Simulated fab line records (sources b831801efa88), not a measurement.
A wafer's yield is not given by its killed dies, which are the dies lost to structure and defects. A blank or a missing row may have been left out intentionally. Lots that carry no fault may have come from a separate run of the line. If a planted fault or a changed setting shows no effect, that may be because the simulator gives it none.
A struck lot beside a sound one -- flow sky130 -- 19 out of 708 route steps
Sound: these wafers, L963.2, L963.3, L963.6. Struck: wafer L968.3. (L968.6 of the same lot was not struck and is left out.) The cause comes at the end.
At each step with rows: each side's tool, then ch and its chambers, then its first start. Under that, the readings that differ: sound wafers -- struck wafers -- difference of the means -- sigmas: that difference in standard deviations of wafers without a fault.
alike: readings whose means differ by less than 2 such deviations, and words and numbers that are the same on both sides. not compared: withheld readings, readings that some wafer has no value for, bounds like >300 that may hide the same value, and numbers for which the record gives no deviation and whose values overlap.
The two part at a step that has a row with sigmas, a row that says differs or no value, or rows on one side only. When numbers do not overlap yet have no deviation, they are printed without sigmas and do not part them. A reading missing from all wafers of one side parts the sides only when that side holds two or more wafers.

SKY_METAL4_STRIP_19: strips in O2/N2.
  sound on plasma-asher-01 ch 0,1, day 42 19:17; struck on plasma-asher-01 ch 0, day 44 20:25
  alike: drypump-motor-current-A, oes-product-au, strip-time-to-endpoint-s
  not compared: rf-hours-counter-h
then, 4 steps without rows for these wafers: SKY_METAL4_STRIP_20 (strips in post etch residue remover, time 1200 s); SKY_METAL4_CLEAN_21 (cleans in IPA, time 180 s); SKY_METAL4_CLEAN_22 (cleans in O3/DIW); SKY_VIA4_HDPCVD_00 (deposits SiO2, target thk 1750 nm, time 291.7 s).
SKY_VIA4_THK_MEAS_01:
  struck on film-metro-04, day 44 21:11; sound on film-metro-04, day 42 20:04
reading,sound,struck,difference,sigmas
VIA4_HDPCVD_THK (nm),1736 1769 1760,1719,-36,-2
SKY_VIA4_CMP_02: polishes SiO2.
  sound on cmp-01 ch 2,3, day 42 20:07; struck on cmp-02 ch 2, day 44 21:19
  alike: motor-current-A, retaining-ring-pressure-frac
SKY_VIA4_BOW_MEAS_03:
  struck on film-metro-01, day 44 21:34; sound on film-metro-03, day 42 20:26
  alike: VIA4_BOW
then, 4 steps without rows for these wafers: SKY_VIA4_DEHYDRATE_04 (time 60 s); SKY_VIA4_HMDS_05 (prime time 60 s); SKY_VIA4_COAT_06 (resist thk 1140 nm); SKY_VIA4_SOFTBAKE_07 (time 60 s).
SKY_VIA4_EXPOSE_08: exposes mask VIM4, target cd 800 nm.
  sound on iline-stepper-02 ch 0, day 43 07:37; struck on iline-stepper-01 ch 0, day 45 08:35
  alike: mask
then, 2 steps without rows for these wafers: SKY_VIA4_PEB_09; SKY_VIA4_DEVELOP_10 (develop time 60 s).
SKY_VIA4_OVL_MEAS_11:
  struck on overlay-02, day 45 19:16; sound on overlay-02, day 43 18:27
reading,sound,struck,difference,sigmas
VIA4_OVL (nm),-3.7 -2.0 -4.0,-0.4,+2.8,+2
SKY_VIA4_ETCH_12: etches SiO2 in C4F8/O2/Ar, stops on TiN, target depth 580 nm.
  sound on rie-diel-02 ch 1,2, day 43 18:29; struck on rie-diel-04 ch 3, day 45 19:17
reading,sound,struck,difference,sigmas
model.VIA4.cd-nm (nm),801.6 802.6 802.3,829.7,+27.5,
  alike: bias-w, oes-product-au
SKY_VIA4_STRIP_13: strips in O2/N2.
  sound on plasma-asher-02 ch 1, day 43 18:33; struck on plasma-asher-01 ch 1, day 45 19:23
  alike: drypump-motor-current-A, oes-product-au, strip-time-to-endpoint-s
  not compared: rf-hours-counter-h
-- the record jumps here: 3 days lie between the struck wafers' starts before and after (it left off in module VIA4 and takes up again in module PAD_OPEN, whose first step shown is number 708 of the route) --
SKY_PAD_OPEN_PROBE_99:
  struck on prober-02, day 48 14:13; sound on prober-02, day 46 18:25
reading,sound,struck,difference,sigmas
killed_at_M4_up,5 8 4,2,-4,-2
model.etest.via4-chain.rc-ohm,0.7832 0.7944 0.8169,0.7517,-0.0465,
  alike: defect-limited-yield, killed_at_M0_to_M3, killed-at-contacts, killed-at-front-end, killed-at-other, killed-dies, killed-on-rim, killed-open, killed-short, sort_bin_3_pad_short, sort_bin_5_function, sort_bin_6_memory, sort-n-pass, sort-yield-pct

== WHERE THEY PART ==
Last at SKY_PAD_OPEN_PROBE_99 as far as this record goes, first at SKY_VIA4_THK_MEAS_01.

WHY: what had been put in by the simulator
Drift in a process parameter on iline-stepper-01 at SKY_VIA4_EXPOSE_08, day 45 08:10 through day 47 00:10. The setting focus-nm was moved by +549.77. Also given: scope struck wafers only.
